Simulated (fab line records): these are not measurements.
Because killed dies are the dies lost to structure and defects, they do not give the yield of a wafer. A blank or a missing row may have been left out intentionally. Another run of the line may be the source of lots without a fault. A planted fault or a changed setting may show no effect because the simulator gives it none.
The tool behind it: which one? | flow sfq_line | 7 lots, 20 wafers sampled, at 3 steps of a route of 325

== WHAT THE GAUGES READ, wafer by wafer ==
SFQ_I0_OVL_MEAS_908.
lot  | measured     | on         | I0_OVL (nm)
L606 | day 10 04:26 | overlay-02 | -6 3 -2
L608 | day 10 11:39 | overlay-01 | -3 2 0
L610 | day 11 01:17 | overlay-02 | -2 3 4
L613 | day 11 20:29 | overlay-01 | -2 -5 -8
L616 | day 12 10:27 | overlay-02 | 4 5
L623 | day 14 14:02 | overlay-02 | -2 1 -8
L627 | day 15 18:44 | overlay-01 | -4 -9 -3

== EACH LOT AND THE TOOL THAT RAN IT (in order: tool; ch and the chambers of the sampled wafers; start) ==
lot  | SFQ_TRILAYER_M0_LITHO_COAT_026   | SFQ_TRILAYER_M0_BARC_OPEN_METAL_ETCH_031
L606 | litho_track-04 ch 0, day 5 05:13 | rie_metal-04 ch 0,1, day 6 14:57
L608 | litho_track-03 ch 0, day 5 11:22 | rie_metal-02 ch 0,1, day 6 20:58
L610 | litho_track-04 ch 0, day 5 18:31 | rie_metal-03 ch 0,1, day 7 04:09
L613 | litho_track-01 ch 0, day 6 07:12 | rie_metal-04 ch 0,1, day 7 19:33
L616 | litho_track-04 ch 0, day 7 00:37 | rie_metal-03 ch 0, day 8 11:20
L623 | litho_track-01 ch 0, day 8 10:08 | rie_metal-04 ch 1, day 10 09:16
L627 | litho_track-01 ch 0, day 9 20:19 | rie_metal-04 ch 0,1, day 11 11:11
- SFQ_TRILAYER_M0_LITHO_COAT_026: resist thk 62 nm.
- SFQ_TRILAYER_M0_BARC_OPEN_METAL_ETCH_031: etches BARC in O2, target depth 125 nm, time 41.7 s.

== THE ANSWER, worked out from the rows above alone ==
Rule: what is usual is taken from the lots themselves. Put in order of their means at a reading, lots are off if they are a third of the lots or fewer, leave a main group of 4 or more, and stand apart from it by a gap of 3 or more times the standard deviation of the main group's means; of several such gaps the widest counts. Not used: any main group whose means are identical at the precision the tables above print for the reading. A lot without any number at a reading at which 4 lots or more have one is off too. All remaining lots with rows at the step are treated as sound.
No lot is off on any of the readings shown, so nothing can be concluded from this.

== WHAT THE SIMULATOR PUT IN ==
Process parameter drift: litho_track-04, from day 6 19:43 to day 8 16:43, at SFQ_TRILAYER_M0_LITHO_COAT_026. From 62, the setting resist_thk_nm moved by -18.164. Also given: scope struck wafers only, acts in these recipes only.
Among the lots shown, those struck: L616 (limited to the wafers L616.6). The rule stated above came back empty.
